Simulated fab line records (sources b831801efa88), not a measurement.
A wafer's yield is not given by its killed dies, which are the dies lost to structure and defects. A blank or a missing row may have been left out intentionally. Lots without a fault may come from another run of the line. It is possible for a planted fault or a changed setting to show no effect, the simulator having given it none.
2 desks, one fault :: flow gf180mcu :: numbers are kept per desk, each desk with only its own; the story behind them comes last

## FROM THE METROLOGY DESK
Means of the sampled wafers that have a number, per lot and without regard to the tool the lot ran on: this is what the gauges read. If a lot's mean is further than 4 standard deviations from the usual mean, the lot is out of limits and carries the mark OUT (the distance appears in the brackets).
Columns: A = V3_W_RS at GF_V3_RS_MEAS_24, usual 0.326 ohm/sq; B = V4_CVD_00_THK at GF_V4_THK_MEAS_01, usual 597 nm
lot: L656
first seen here: day 22 00:56
A: 0.324
B: 595

lot: L657
first seen here: day 22 16:24
A: 0.329
B: 600

lot: L658
first seen here: day 22 18:26
A: 0.330
B: 597

lot: L659
first seen here: day 23 05:43
A: 0.328
B: 599

lot: L663
first seen here: day 24 23:03
A: 0.337
B: 601

lot: L664
first seen here: day 24 23:13
A: 0.324
B: 604

lot: L672
first seen here: day 28 06:30
A: 0.322
B: 601

lot: L673
first seen here: day 28 14:50
A: 0.317
B: 596

lot: L675
first seen here: day 28 22:48
A: 0.331
B: 597

lot: L676
first seen here: day 29 03:05
A: 0.322
B: 599

lot: L677
first seen here: day 29 05:50
A: 0.323
B: 592

lot: L679
first seen here: day 29 21:22
A: 0.324
B: 591
This desk's finding: nothing out of limits on any of the 12 lots.

## AT THE TOOL OWNER'S DESK: cmp-01
The tool's own readings at GF_V4_CMP_04 (polishes SiO2): means of the sampled wafers that have a number, for each lot that ran on this tool. If a lot's mean is further than 4 standard deviations from the usual mean, the lot is out of limits and carries the mark OUT (the distance appears in the brackets).
Columns: A = motor current A at GF_V4_CMP_04, usual 12.0 A; B = retaining ring pressure frac at GF_V4_CMP_04, usual 1.000; C = time to endpoint s at GF_V4_CMP_04, usual 78 s
lot: L656
first seen here: day 23 01:01
A: 12.0
B: 1.000
C: 74

lot: L658
first seen here: day 23 18:37
A: 12.0
B: 1.003
C: 67

lot: L663
first seen here: day 25 21:47
A: 12.1
B: 1.001
C: 66

lot: L673
first seen here: day 29 12:01
A: 12.1
B: 1.003
C: 78

lot: L677
first seen here: day 30 01:58
A: 12.1
B: 0.997
C: 79

lot: L679
first seen here: day 30 18:07
A: 12.3
B: 1.002
C: 76
This desk's finding: nothing out of limits on any of the 6 lots.

## TAKEN TOGETHER
Nothing out of limits was seen by the metrology desk.
The tool owner's desk saw nothing out of limits.

## WHAT WAS PUT IN BY THE SIMULATOR
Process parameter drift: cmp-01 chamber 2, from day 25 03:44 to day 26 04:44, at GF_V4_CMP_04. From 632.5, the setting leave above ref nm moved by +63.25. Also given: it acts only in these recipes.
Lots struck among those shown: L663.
